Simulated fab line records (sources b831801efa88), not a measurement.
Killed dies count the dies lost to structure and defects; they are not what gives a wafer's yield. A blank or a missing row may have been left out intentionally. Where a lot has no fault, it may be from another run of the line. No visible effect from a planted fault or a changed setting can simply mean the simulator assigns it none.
Matching of chambers    flow sky130    SKY_VIA3_HDPCVD_00 on hdpcvd-02 has 3 sister chambers
The step deposits SiO2, target thk 1635 nm, time 272.5 s. 6 wafers are shown with their chamber, then 7 later ones without.

## WAFERS WITH THEIR CHAMBER
wafer   chamber  run_length_s (s)  pressure_mtorr (mTorr)
L622.6  0        300.0             5.993
L635.2  0        299.9             6.016
L635.3  2        299.1             6.004
L635.4  2        299.7             6.013
L636.1  1        300.1             5.984
L636.5  1        300.0             5.997

## WAFERS WITHOUT THEIR CHAMBER
wafer   run_length_s (s)  pressure_mtorr (mTorr)
L636.6  299.1             6.004
L637.2  300.1             6.022
L637.3  299.1             6.001
L637.5  300.1             6.009
L641.1  300.5             6.019
L641.2  299.2             5.994
L641.3  300.1             5.988

## CHAMBER TAKEN BY EACH
wafer   from the rows above           in truth
L636.6  2                             2
L637.2  can't be placed: 0 or 1 or 2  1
L637.3  2                             2
L637.5  can't be placed: 0 or 1       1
L641.1  can't be placed: 0 or 1 or 2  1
L641.2  can't be placed: 2 or 0 or 1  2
L641.3  can't be placed: 1 or 0       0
Correctly placed: 2 of 7. Can't be placed from these rows: 5 (the true chamber is among the candidates in 5). Wrongly placed: 0.
How it was worked out, from the rows above alone: a wafer's distance from a chamber is the root of the sum, over the readings, of the square of ((its reading less the chamber's mean) divided by the reading's scatter). The wafer belongs to the nearest chamber; if the next one is less than 2 further off, it can't be placed. For every chamber, the mean is computed from those of its wafers that are shown. The scatter: take each reading less its chamber's mean, square it, sum over the shown wafers, divide by the number of wafers less the number of chambers, and take the root.
